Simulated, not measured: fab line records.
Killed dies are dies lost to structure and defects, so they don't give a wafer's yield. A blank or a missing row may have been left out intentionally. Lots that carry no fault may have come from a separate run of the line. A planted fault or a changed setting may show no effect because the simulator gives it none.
Matching of chambers | flow gf180mcu | GF_V1_CMP_04 on cmp-01: 4 sister chambers
The step polishes SiO2. 4 wafers are shown with their chamber, then 9 later ones without.

WAFERS, EACH WITH ITS CHAMBER
wafer  | chamber | motor current A (A)
L497.3 | 0       | 12.4
L506.5 | 1       | 11.3
L507.4 | 2       | 14.2
L507.6 | 3       | 12.8

WAFERS WHOSE CHAMBER IS MISSING
wafer  | motor current A (A)
L509.2 | 14.2
L509.5 | 13.6
L509.6 | 11.7
L511.1 | 14.1
L511.3 | 11.1
L511.6 | 13.9
L512.1 | 11.2
L512.5 | 12.3
L512.6 | 13.5

CHAMBER TAKEN BY EACH
wafer  | from the rows above          | in truth
L509.2 | 2                            | 2
L509.5 | can't be placed: 2 or 3 or 0 | 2
L509.6 | can't be placed: 1 or 0 or 3 | 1
L511.1 | 2                            | 2
L511.3 | 1                            | 1
L511.6 | 2                            | 2
L512.1 | 1                            | 1
L512.5 | can't be placed: 0 or 3      | 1
L512.6 | can't be placed: 2 or 3 or 0 | 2
5 of 9 placed correctly. Unplaceable from these rows: 4, with the true chamber sitting among the candidates in 3. 0 placed wrongly.
How it was worked out, from the rows above alone: a wafer's distance from a chamber is the root of the sum, over the readings, of the square of ((its reading less the chamber's mean) divided by the reading's scatter). If the next closest chamber is less than 2 further off than the closest, the wafer can't be placed; otherwise it belongs to the closest. The mean given for a chamber averages the wafers shown for that chamber. The scatter (one wafer shown for each chamber): square how far every hidden wafer sits from the nearest shown wafer, average those squares and take the square root.
